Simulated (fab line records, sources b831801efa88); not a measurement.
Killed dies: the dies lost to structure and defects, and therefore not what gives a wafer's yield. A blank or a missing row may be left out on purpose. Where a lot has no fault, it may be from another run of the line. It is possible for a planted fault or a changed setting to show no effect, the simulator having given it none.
Which tool is to blame? -- flow gf180mcu -- 24 lots with 72 wafers sampled at 2 steps, on a route of 602 steps

WHAT THE GAUGES SHOWED, per wafer
GF_CONTACT_BOW_MEAS_05. Usual: for CONTACT_BOW the level is 67 um and the standard deviation is 7.2.
lot,measured,on,CONTACT_BOW (um),flag
L074,day 15 00:04,film metro-01,72 80 68,
L075,day 15 06:13,film metro-01,70 68 68,
L076,day 15 19:57,film metro-04,63 77 76,
L077,day 16 07:55,film metro-01,66 63 60,
L078,day 16 13:01,film metro-03,74 70 75,
L079,day 16 21:11,film metro-04,57 85 70,
L080,day 17 08:53,film metro-03,57 70 72,
L081,day 17 17:23,film metro-01,76 69 79,
L082,day 18 11:13,film metro-04,62 64 58,
L083,day 19 08:43,film metro-01,70 72 60,
L084,day 19 12:55,film metro-03,51 58 67,
L086,day 19 19:11,film metro-03,67 76 57,
L085,day 20 03:57,film metro-01,62 55 73,
L087,day 20 12:43,film metro-03,77 75 68,
L088,day 20 15:53,film metro-01,55 51 75,
L089,day 20 18:58,film metro-01,74 73 76,
L090,day 21 01:26,film metro-01,55 67 68,
L091,day 21 08:11,film metro-03,68 69 65,
L092,day 21 19:10,film metro-01,65 55 55,
L093,day 22 00:54,film metro-01,74 58 74,
L094,day 22 09:49,film metro-01,70 67 79,
L095,day 22 21:12,film metro-04,77 64 70,
L096,day 23 04:43,film metro-04,62 69 72,
L097,day 23 09:05,film metro-01,63 58 79,

GF_MIM_THK_MEAS_11: measures by xrf. Usual: for MIM_ALCU_THK the level is 203.4 nm and the standard deviation is 2.4.
lot,measured,on,MIM_ALCU_THK (nm),flag
L074,day 24 07:43,film metro-02,205.8 202.1 202.9,
L075,day 24 12:08,film metro-01,203.8 202.4 203.9,
L076,day 25 03:24,film metro-02,203.9 202.8 203.5,
L077,day 25 15:38,film metro-01,206.2 202.6 207.2,
L078,day 25 20:52,film metro-02,203.9 204.7 208.1,
L079,day 26 04:37,film metro-02,204.8 202.9 203.7,
L080,day 26 14:26,film metro-02,199.2 201.2 200.4,
L081,day 26 22:13,film metro-02,201.8 199.0 199.8,
L082,day 27 13:55,film metro-02,205.3 205.8 203.1,
L083,day 28 07:34,film metro-01,202.3 201.6 202.3,
L084,day 28 09:23,film metro-01,204.1 205.1 203.4,
L086,day 28 16:41,film metro-03,202.6 203.1 201.8,
L085,day 28 22:04,film metro-02,201.7 204.7 200.0,
L087,day 29 05:16,film metro-02,204.1 205.4 204.0,
L088,day 29 07:52,film metro-02,206.2 205.5 203.6,
L089,day 29 11:52,film metro-02,205.3 206.7 206.2,
L090,day 29 15:14,film metro-03,199.6 201.4 199.1,
L091,day 29 19:16,film metro-02,207.6 205.0 205.1,
L092,day 30 04:02,film metro-03,200.3 199.6 204.4,
L093,day 30 09:25,film metro-02,204.7 202.8 201.9,
L094,day 30 16:52,film metro-01,201.1 201.8 202.7,
L095,day 31 00:04,film metro-02,207.6 206.5 205.9,
L096,day 31 06:56,film metro-03,201.0 200.3 199.7,
L097,day 31 10:57,film metro-01,202.7 204.9 205.1,

EACH LOT AND THE TOOL THAT RAN IT (in order: tool; ch and the chambers of the sampled wafers; start)
The record shows no process step preceding these readings.

WHAT THE TOOLS THEMSELVES READ (means of the sampled wafers that have a number; where no wafer has one, the mark that the record gives instead)
The record holds no such reading with a usual standard deviation.

THE ANSWER, worked out from the rows above alone
Rule: take the mean of a lot's wafers that have a number; if it is more than 3 standard deviations from the usual mean, the lot is off. Also off: a lot with no number at a reading for which 4 or more lots have one. All remaining lots with rows at the step are treated as sound. First the gauges in route order, then the tools' own readings, where a lot's mean is used as printed above. At the first step where some lot is off, the reading lying furthest off is the one used; lots without a number count as furthest.
Across all readings shown, no lot is off: no conclusion can be drawn from this.

WHAT THE SIMULATOR PUT IN
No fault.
